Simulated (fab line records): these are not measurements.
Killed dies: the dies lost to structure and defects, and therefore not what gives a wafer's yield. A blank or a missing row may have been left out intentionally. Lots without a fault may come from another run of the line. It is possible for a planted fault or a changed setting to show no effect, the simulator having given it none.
fab line records	flow sky130
record: lots: 12	wafers: 36	last-day: 49
route steps=708 shown METAL1@449 METAL5@677 PASSIVATION@681 PAD_OPEN@708
lots untouched by any fault: they come from a run of this same line in which no faults occurred
start-h: hours from the record's first day to the start of the lot's first wafer shown	wait-h: hours from the lot's prior step to this one	" the same as in the row above	L1.1+2: a row that stands for several wafers	- no value, or no start was given	* or withheld: withheld	< > ~ a bound
route shown NAME@n: a module of which the file shows steps, and the number in the route of the first	usual: average and standard deviation across the fault-free wafers	same: alike in all rows	chamber/n: place in a boat	sites: each site's reading	_std_site: standard deviation across them	_edge_site: mean of outer sites minus mean of inner sites	radius-mm: how far each site lies from the wafer's centre	mask NAME#n: copy n	behind: the most recent tool/chamber to have shaped the wafer	hold: reason for holding the lot/hours on hold/outcome of the hold	device: whichever transistor did not switch (one of n, p or np)	end of line: the route-end tests of the same wafers	for a step that has no rows: nothing shown but its recipe	killed: dies lost to structure and defects at the first sort, not the wafer's yield	map: per-die view of a wafer (x killed, . not killed, _ where there is no die)
set.NAME: the run value of the setting; set.NAME@STEP: its run value at that earlier step	model.NAME: the simulator's own value behind a step, which no gauge read
a sample of lots followed through the steps of the route, with each step as a table and each wafer as a row
services: when a tool's chamber went out of use (start-h, in hours from the record's first day, below 0 if earlier), for how many hours, and the reason
== steps ==
step: SKY_METAL1_CD_MEAS_15
recipe: target-cd-nm: 140
usual: cd-nm: 140.4/1.7
lot.wafer	tool	chamber	start-h	wait-h	cd-nm
L282.1	cd-sem-02	-	760.59	-	137.8
L282.5	"	-	"	"	135.0
L282.6	"	-	"	"	137.3
L287.1	cd-sem-01	-	798.63	-	141.1
L287.3	"	-	"	"	139.9
L287.5	"	-	"	"	140.6
L286.1	cd-sem-02	-	799.89	-	141.9
L286.3	"	-	"	"	143.2
L286.6	"	-	"	"	142.0
L285.1	cd-sem-02	-	800.18	-	141.3
L285.4	"	-	"	"	141.9
L285.6	"	-	"	"	141.9
L288.3	cd-sem-01	-	803.23	-	139.9
L288.4	"	-	"	"	138.1
L288.5	"	-	"	"	138.6
L290.1	cd-sem-01	-	823.49	-	141.8
L290.2	"	-	"	"	141.6
L290.4	"	-	"	"	142.7
L293.1	cd-sem-02	-	848.84	-	139.9
L293.5	"	-	"	"	139.9
L293.6	"	-	"	"	140.9
L294.2	cd-sem-02	-	862.01	-	141.0
L294.3	"	-	"	"	140.3
L294.6	"	-	"	"	141.5
L297.1	cd-sem-01	-	874.39	-	138.4
L297.2	"	-	"	"	138.7
L297.3	"	-	"	"	138.3
L298.3	cd-sem-02	-	885.32	-	139.8
L298.4	"	-	"	"	140.8
L298.5	"	-	"	"	141.3
L301.2	cd-sem-01	-	908.21	-	141.0
L301.4	"	-	"	"	141.7
L301.6	"	-	"	"	140.3
L303.1	cd-sem-01	-	911.08	-	137.4
L303.3	"	-	"	"	138.3
L303.4	"	-	"	"	137.7
step: SKY_METAL5_STRIP_16
recipe: chemistry: O2/N2	power-w: 1400	pressure-mtorr: 1500	platen-temp-c: withheld	o2-flow-sccm: 3000	n2-flow-sccm: 300	overash-fraction: 0.5
usual: drypump-motor-current-A: 5.6/0.4	oes-product-au: 0.711/0.0045	strip-time-to-endpoint-s: 13.08/0.13
same: overash-fraction: 0.5
lot.wafer	tool	chamber	start-h	wait-h	drypump-motor-current-A	oes-product-au	rf-hours-counter-h	strip-time-to-endpoint-s
L282.1	plasma-asher-03	1	1027.41	0.2	5.0	0.713	94	13.18
L282.5	"	1	"	"	5.0	0.711	-	13.30
L282.6	"	0	"	"	6.1	0.709	-	13.13
L287.1	plasma-asher-04	0	1057.21	0.2	5.4	0.717	63	12.85
L287.3	"	0	"	"	5.4	0.717	-	12.86
L287.5	"	0	"	"	5.4	0.709	-	13.06
L286.1	plasma-asher-01	1	1057.51	0.2	5.7	0.717	31	13.09
L286.3	"	1	"	"	5.7	0.703	-	13.15
L286.6	"	1	"	"	5.7	0.711	-	13.20
L285.1	plasma-asher-01	0	1058.23	0.2	5.9	0.702	31	13.15
L285.4	"	1	"	"	5.7	0.707	-	13.12
L285.6	"	0	"	"	5.9	0.705	-	13.11
L288.3	plasma-asher-01	0	1061.13	0.1	5.8	0.715	-	13.10
L288.4	"	1	"	"	5.7	0.710	-	13.25
L288.5	"	0	"	"	5.9	0.715	-	13.13
L290.1	plasma-asher-03	0	1078.37	0.2	6.1	0.708	99	13.24
L290.2	"	1	"	"	5.0	0.713	99	13.34
L290.4	"	1	"	"	4.9	0.713	-	13.24
L293.1	plasma-asher-04	0	1098.53	0.2	5.5	0.716	67	13.22
L293.5	"	1	"	"	5.3	0.711	-	13.26
L293.6	"	0	"	"	5.5	0.710	-	13.37
L294.2	plasma-asher-03	1	1108.76	0.2	4.9	0.709	102	13.15
L294.3	"	1	"	"	5.0	0.713	-	13.13
L294.6	"	0	"	"	6.1	0.705	-	13.02
L297.1	plasma-asher-03	1	1117.63	0.2	5.0	0.716	103	13.04
L297.2	"	0	"	"	6.1	0.709	103	13.17
L297.3	"	1	"	"	5.0	0.708	-	13.00
L298.3	plasma-asher-03	0	1126.04	0.1	6.1	0.724	-	13.00
L298.4	"	1	"	"	5.0	0.711	-	12.89
L298.5	"	1	"	"	5.0	0.705	-	12.93
L301.2	plasma-asher-03	1	1143.63	0.2	4.9	0.715	106	12.88
L301.4	"	0	"	"	6.1	0.705	-	13.09
L301.6	"	0	"	"	6.1	0.708	-	13.04
L303.1	plasma-asher-01	1	1143.93	0.2	5.7	0.718	40	13.06
L303.3	"	0	"	"	5.9	0.707	-	13.24
L303.4	"	1	"	"	5.7	0.711	-	12.95
step: SKY_PASSIVATION_CVD_00
recipe: material: SiO2	target-thk-nm: 90	temp-c: 400	time-s: withheld	rf-w: 600
usual: heater-power-w: 624/77
lot.wafer	tool	chamber	start-h	wait-h	heater-power-w
L282.1	pecvd-04	1	1028.04	0.0	616
L282.5	"	1	"	"	611
L282.6	"	2	"	"	531
L287.1	pecvd-03	2	1057.84	0.0	725
L287.3	"	1	"	"	615
L287.5	"	0	"	"	696
L286.1	pecvd-01	1	1058.15	0.0	702
L286.3	"	0	"	"	614
L286.6	"	0	"	"	609
L285.1	pecvd-04	0	1058.86	0.0	695
L285.4	"	1	"	"	604
L285.6	"	0	"	"	688
L288.3	pecvd-03	0	1061.70	0.0	797
L288.4	"	1	"	"	509
L288.5	"	0	"	"	785
L290.1	pecvd-01	1	1078.99	0.0	640
L290.2	"	2	"	"	590
L290.4	"	1	"	"	619
L293.1	pecvd-01	0	1099.16	0.0	625
L293.5	"	2	"	"	624
L293.6	"	1	"	"	667
L294.2	pecvd-01	2	1109.35	0.0	673
L294.3	"	0	"	"	601
L294.6	"	2	"	"	679
L297.1	pecvd-04	0	1118.23	0.0	636
L297.2	"	2	"	"	569
L297.3	"	1	"	"	593
L298.3	pecvd-04	0	1126.64	0.0	705
L298.4	"	2	"	"	453
L298.5	"	0	"	"	696
L301.2	pecvd-03	2	1144.22	0.0	611
L301.4	"	2	"	"	612
L301.6	"	0	"	"	773
L303.1	pecvd-04	1	1144.52	0.0	564
L303.3	"	0	"	"	698
L303.4	"	1	"	"	557
step: SKY_PASSIVATION_THK_MEAS_01
recipe: reads: SiO2_of_PASSIVATION_CVD_00
usual: PASSIVATION_CVD_00_THK: 90.0/1.1
lot.wafer	tool	chamber	start-h	wait-h	PASSIVATION_CVD_00_THK[nm]
L282.1	film-metro-03	-	1028.06	-	89.5
L282.5	"	-	"	"	91.3
L282.6	"	-	"	"	89.8
L287.1	film-metro-04	-	1057.86	-	88.1
L287.3	"	-	"	"	88.2
L287.5	"	-	"	"	90.3
L286.1	film-metro-03	-	1058.17	-	90.1
L286.3	"	-	"	"	90.6
L286.6	"	-	"	"	92.6
L285.1	film-metro-04	-	1058.88	-	89.7
L285.4	"	-	"	"	90.1
L285.6	"	-	"	"	91.5
L288.3	film-metro-03	-	1061.90	-	89.4
L288.4	"	-	"	"	90.1
L288.5	"	-	"	"	90.7
L290.1	film-metro-02	-	1079.03	-	90.4
L290.2	"	-	"	"	90.5
L290.4	"	-	"	"	91.8
L293.1	film-metro-02	-	1099.18	-	142.4
L293.5	"	-	"	"	144.0
L293.6	"	-	"	"	144.0
L294.2	film-metro-04	-	1109.38	-	142.0
L294.3	"	-	"	"	142.0
L294.6	"	-	"	"	144.8
L297.1	film-metro-03	-	1118.25	-	89.6
L297.2	"	-	"	"	89.1
L297.3	"	-	"	"	90.0
L298.3	film-metro-03	-	1126.68	-	89.0
L298.4	"	-	"	"	90.2
L298.5	"	-	"	"	91.4
L301.2	film-metro-02	-	1144.25	-	89.0
L301.4	"	-	"	"	89.7
L301.6	"	-	"	"	90.0
L303.1	film-metro-02	-	1144.58	-	90.2
L303.3	"	-	"	"	89.7
L303.4	"	-	"	"	91.5
step: SKY_PASSIVATION_THK_MEAS_03
recipe: reads: Si3N4_of_PASSIVATION_CVD_02
usual: PASSIVATION_CVD_02_THK: 540/5.8
lot.wafer	tool	chamber	start-h	wait-h	PASSIVATION_CVD_02_THK[nm]
L282.1	film-metro-03	-	1028.35	-	540
L282.5	"	-	"	"	552
L282.6	"	-	"	"	550
L287.1	film-metro-02	-	1058.15	-	539
L287.3	"	-	"	"	535
L287.5	"	-	"	"	547
L286.1	film-metro-02	-	1058.45	-	538
L286.3	"	-	"	"	538
L286.6	"	-	"	"	539
L285.1	film-metro-03	-	1059.17	-	529
L285.4	"	-	"	"	542
L285.6	"	-	"	"	543
L288.3	film-metro-04	-	1062.19	-	533
L288.4	"	-	"	"	537
L288.5	"	-	"	"	542
L290.1	film-metro-02	-	1079.31	-	531
L290.2	"	-	"	"	535
L290.4	"	-	"	"	540
L293.1	film-metro-04	-	1099.46	-	538
L293.5	"	-	"	"	549
L293.6	"	-	"	"	543
L294.2	film-metro-04	-	1109.67	-	533
L294.3	"	-	"	"	536
L294.6	"	-	"	"	546
L297.1	film-metro-03	-	1118.54	-	537
L297.2	"	-	"	"	541
L297.3	"	-	"	"	535
L298.3	film-metro-04	-	1126.97	-	530
L298.4	"	-	"	"	539
L298.5	"	-	"	"	536
L301.2	film-metro-04	-	1144.54	-	530
L301.4	"	-	"	"	546
L301.6	"	-	"	"	538
L303.1	film-metro-03	-	1144.86	-	543
L303.3	"	-	"	"	535
L303.4	"	-	"	"	542
step: SKY_PAD_OPEN_PROBE_99
usual: defect-limited-yield: 82.4/1.9	killed_at_M0_to_M3: 43/7.5	killed_at_M4_up: 3.3/1.9	killed-at-contacts: 24/4.6	killed-at-front-end: 16/4.9	killed-at-other: 0.2/0.46	killed-dies: 87/9.1	killed-open: 47/7.4	killed-short: 39/6.6	sort_bin_3_pad_short: 0.9/0.43	sort_bin_5_function: 10.3/1.4	sort_bin_6_memory: 6.4/1.1	sort-n-pass: 405/9.1	sort-yield-pct: 82.4/1.9
same: gross-dies: 492	killed-at-back-side: 0	sort_bin_4_leakage[%]: 0	sort_bin_8_speed[%]: 0
lot.wafer	tool	chamber	start-h	wait-h	defect-limited-yield[%]	killed_at_M0_to_M3	killed_at_M4_up	killed-at-contacts	killed-at-front-end	killed-at-other	killed-dies	killed-open	killed-short	sort_bin_3_pad_short[%]	sort_bin_5_function[%]	sort_bin_6_memory[%]	sort-n-pass	sort-yield-pct[%]
L294.2	prober-02	-	1150.42	0.1	80.1	44	4	29	21	0	98	57	41	1.8	10.4	7.7	394	80.1
L294.3	prober-02	-	1150.47	0.2	83.7	43	4	21	12	0	80	42	38	0.4	10.0	5.9	412	83.7
L294.6	prober-02	-	1150.62	0.2	85.0	40	2	20	11	1	74	32	42	0.4	9.3	5.3	418	85.0
killed by level:class
L294.2 VIA1:geometric-particle:open=13 LI_CONTACT:geometric-particle:open=9 LOCAL_INTERCONNECT:geometric-particle:short=8 VIA3:geometric-particle:open=8 VIA2:geometric-particle:open=6 FIELD_ISO:geometric-particle:open=5 CONTACT:geometric-particle:open=5 FIELD_ISO:geometric-particle:short=4
L294.3 VIA3:geometric-particle:open=9 VIA1:geometric-particle:open=7 VIA2:geometric-particle:open=7 LOCAL_INTERCONNECT:geometric-particle:short=5 CONTACT:geometric-particle:open=5 POLY_GATE:geometric-particle:short=4 LI_CONTACT:geometric-particle:open=4 VIA1:geometric-particle:short=4
L294.6 VIA1:geometric-particle:open=9 METAL1:geometric-particle:short=7 LOCAL_INTERCONNECT:geometric-particle:short=6 VIA2:geometric-particle:open=6 VIA1:geometric-particle:short=5 LI_CONTACT:geometric-particle:open=5 METAL3:geometric-particle:short=5 CONTACT:geometric-particle:open=4
== services ==
tool	chamber	start-h	hours	kind
pecvd-01	1	1009.87	5.5	scheduled-down
pecvd-04	2	1013.77	2.1	scheduled-down
plasma-asher-01	-	1018.81	2.8	pm
pecvd-01	-	1023.97	0.2	repair
pecvd-01	0	1028.45	5.5	scheduled-down
plasma-asher-03	-	1035.68	1.2	repair
pecvd-03	0	1051.61	5.5	scheduled-down
pecvd-01	0	1069.41	18.0	repair
pecvd-04	0	1100.00	2.1	scheduled-down
pecvd-04	1	1110.28	2.1	scheduled-down
pecvd-04	-	1127.66	2.8	pm
== key ==
first-sign: step: SKY_PASSIVATION_THK_MEAS_01	reading: PASSIVATION_CVD_00_THK	direction: up	sigmas: 47	usual: 90.0	struck: 143.2
effect none on later readings
met-at SKY_PASSIVATION_CVD_00
struck-lots L293,L294
not-acting-at SKY_METAL1_CD_MEAS_15,SKY_METAL5_STRIP_16,SKY_PASSIVATION_THK_MEAS_03
onset-between 1078.99 1099.16
fault: kind: process-parameter-drift	tool: pecvd-01	chamber: -	onset-h: 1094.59	steps: SKY_PASSIVATION_CVD_00	channel: target-thk-nm	offset: 53.384	shape: step	end-h: 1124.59	acts-in: these-recipes-only	stated: 90
